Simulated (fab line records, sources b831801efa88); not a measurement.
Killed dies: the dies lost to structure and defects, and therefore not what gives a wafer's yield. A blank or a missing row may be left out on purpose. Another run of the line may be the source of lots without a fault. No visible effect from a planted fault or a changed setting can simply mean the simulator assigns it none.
Chamber matching + flow sky130 + SKY_VIA2_ETCH_15 on rie diel-04: 4 sister chambers
The step etches SiO2 in C4F8/O2/Ar, stops on TiN, target depth 546 nm, time 84 s. 8 wafers are shown with their chamber, then 9 later ones without.

## WAFERS PAIRED WITH THEIR CHAMBERS
| wafer  | chamber | rf fwd power W (W) | oes product au (a.u.) |
|--------|---------|--------------------|-----------------------|
| L080.4 | 2       | 1486               | 0.942                 |
| L083.2 | 1       | 1495               | 0.932                 |
| L083.3 | 0       | 1494               | 0.941                 |
| L084.1 | 1       | 1476               | 0.942                 |
| L084.6 | 0       | 1489               | 0.933                 |
| L086.4 | 3       | 1492               | 0.934                 |
| L086.5 | 2       | 1486               | 0.939                 |
| L086.6 | 3       | 1489               | 0.948                 |

## WAFERS MISSING THEIR CHAMBER
| wafer  | rf fwd power W (W) | oes product au (a.u.) |
|--------|--------------------|-----------------------|
| L089.2 | 1493               | 0.942                 |
| L089.3 | 1494               | 0.934                 |
| L089.5 | 1495               | 0.943                 |
| L092.3 | 1489               | 0.944                 |
| L092.5 | 1490               | 0.936                 |
| L092.6 | 1488               | 0.945                 |
| L093.2 | 1488               | 0.937                 |
| L093.3 | 1487               | 0.950                 |
| L093.5 | 1487               | 0.941                 |

## WHICH CHAMBER EACH WENT THROUGH
| wafer  | from the rows above               | in truth |
|--------|-----------------------------------|----------|
| L089.2 | can't be placed: 3 or 0 or 2 or 1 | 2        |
| L089.3 | can't be placed: 0 or 3 or 1 or 2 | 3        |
| L089.5 | can't be placed: 3 or 0 or 2 or 1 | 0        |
| L092.3 | can't be placed: 3 or 2 or 0 or 1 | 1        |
| L092.5 | can't be placed: 0 or 1 or 3 or 2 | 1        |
| L092.6 | can't be placed: 3 or 2 or 1 or 0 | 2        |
| L093.2 | can't be placed: 1 or 0 or 2 or 3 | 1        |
| L093.3 | can't be placed: 2 or 3 or 1 or 0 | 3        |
| L093.5 | can't be placed: 2 or 3 or 1 or 0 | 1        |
Correct placement for 0 of the 9. Cannot be placed on the basis of these rows: 9; the candidates contain the true chamber in 9. Number placed wrongly: 0.
How it was worked out, from the rows above alone: a wafer's distance from a chamber is the root of the sum, over the readings, of the square of ((its reading less the chamber's mean) divided by the reading's scatter). If the next closest chamber is less than 2 further off than the closest, the wafer can't be placed; otherwise it belongs to the closest. A chamber's mean is the mean of its shown wafers. The scatter: the root of (the sum of the squares of (reading less its chamber's mean) over the shown wafers, divided by (wafers less chambers)).
